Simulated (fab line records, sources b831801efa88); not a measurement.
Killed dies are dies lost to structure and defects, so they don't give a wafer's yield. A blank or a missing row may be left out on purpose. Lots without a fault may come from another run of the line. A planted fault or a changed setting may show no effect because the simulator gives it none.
Which tool did it? | flow sky130 | 12 lots, 36 wafers sampled, at 2 steps of a route of 708

WHAT THE GAUGES READ, wafer by wafer
SKY_VIA2_THK_MEAS_23: measures by xrf.
lot  | measured     | on            | VIA2_W_THK (nm)
L728 | day 36 14:14 | film_metro-04 | 434 423 435
L729 | day 37 01:38 | film_metro-02 | 431 427 432
L731 | day 37 19:37 | film_metro-04 | 436 439 444
L730 | day 37 20:10 | film_metro-01 | 435 431 434
L742 | day 40 19:12 | film_metro-04 | 434 424 431
L743 | day 41 05:11 | film_metro-04 | 453 441 445
L744 | day 41 13:25 | film_metro-01 | 439 436 430
L745 | day 41 15:19 | film_metro-04 | 435 448 444
L746 | day 42 03:15 | film_metro-02 | 425 425 430
L747 | day 42 04:46 | film_metro-04 | 440 434 433
L749 | day 42 12:40 | film_metro-01 | 444 438 440
L750 | day 42 17:17 | film_metro-02 | 421 429 421

WHICH TOOL RAN EACH LOT (tool, then ch and the chambers of the sampled wafers, then the start)
lot  | SKY_METAL2_DESCUM_17
L728 | rie_metal-01 ch 1, day 35 09:12
L729 | rie_metal-02 ch 0,1, day 35 21:22
L731 | rie_metal-02 ch 0, day 36 15:35
L730 | rie_metal-03 ch 0,1, day 36 16:23
L742 | rie_metal-01 ch 0,1, day 39 15:48
L743 | rie_metal-01 ch 0,1, day 40 02:15
L744 | rie_metal-02 ch 0,1, day 40 10:50
L745 | rie_metal-03 ch 0,1, day 40 14:10
L746 | rie_metal-03 ch 0,1, day 41 01:10
L747 | rie_metal-02 ch 0,1, day 41 02:24
L749 | rie_metal-02 ch 0,1, day 41 10:38
L750 | rie_metal-01 ch 0,1, day 41 15:50
- SKY_METAL2_DESCUM_17: chemistry O2, time 8 s.

WHAT THE TOOLS THEMSELVES READ (means of the sampled wafers that have a number; where no wafer has one, the mark that the record gives instead)
SKY_METAL2_DESCUM_17.
lot  | tool         | drypump_motor_current_A (A) | oes_product_au (a.u.)
L728 | rie_metal-01 | 5.7                         | 1.004
L729 | rie_metal-02 | 5.6                         | 0.988
L731 | rie_metal-02 | 5.8                         | 0.987
L730 | rie_metal-03 | 5.9                         | 0.996
L742 | rie_metal-01 | 5.4                         | 1.001
L743 | rie_metal-01 | 5.4                         | 0.997
L744 | rie_metal-02 | 5.6                         | 0.992
L745 | rie_metal-03 | 6.0                         | 0.987
L746 | rie_metal-03 | 5.9                         | 0.987
L747 | rie_metal-02 | 5.6                         | 1.000
L749 | rie_metal-02 | 5.6                         | 0.994
L750 | rie_metal-01 | 5.4                         | 1.001

THE ANSWER, worked out from the rows above alone
Rule: what is usual is taken from the lots themselves. Put in order of their means at a reading, lots are off if they are a third of the lots or fewer, leave a main group of 4 or more, and stand apart from it by a gap of 3 or more times the standard deviation of the main group's means; of several such gaps the widest counts. A main group whose means are all the same, to the digits that the tables above print for the reading, isn't used. A lot without any number at a reading at which 4 lots or more have one is off too. The other lots that the step has rows for count as sound. The gauges are gone through in route order, then the tools' own readings, and for those a lot's mean is taken as printed above. The first step at which some lot is off is used, and at that step the reading that is off furthest; a lot without a number counts as furthest.
No lot is off at any reading shown: from this, nothing can be told.

WHAT THE SIMULATOR HAD PUT IN
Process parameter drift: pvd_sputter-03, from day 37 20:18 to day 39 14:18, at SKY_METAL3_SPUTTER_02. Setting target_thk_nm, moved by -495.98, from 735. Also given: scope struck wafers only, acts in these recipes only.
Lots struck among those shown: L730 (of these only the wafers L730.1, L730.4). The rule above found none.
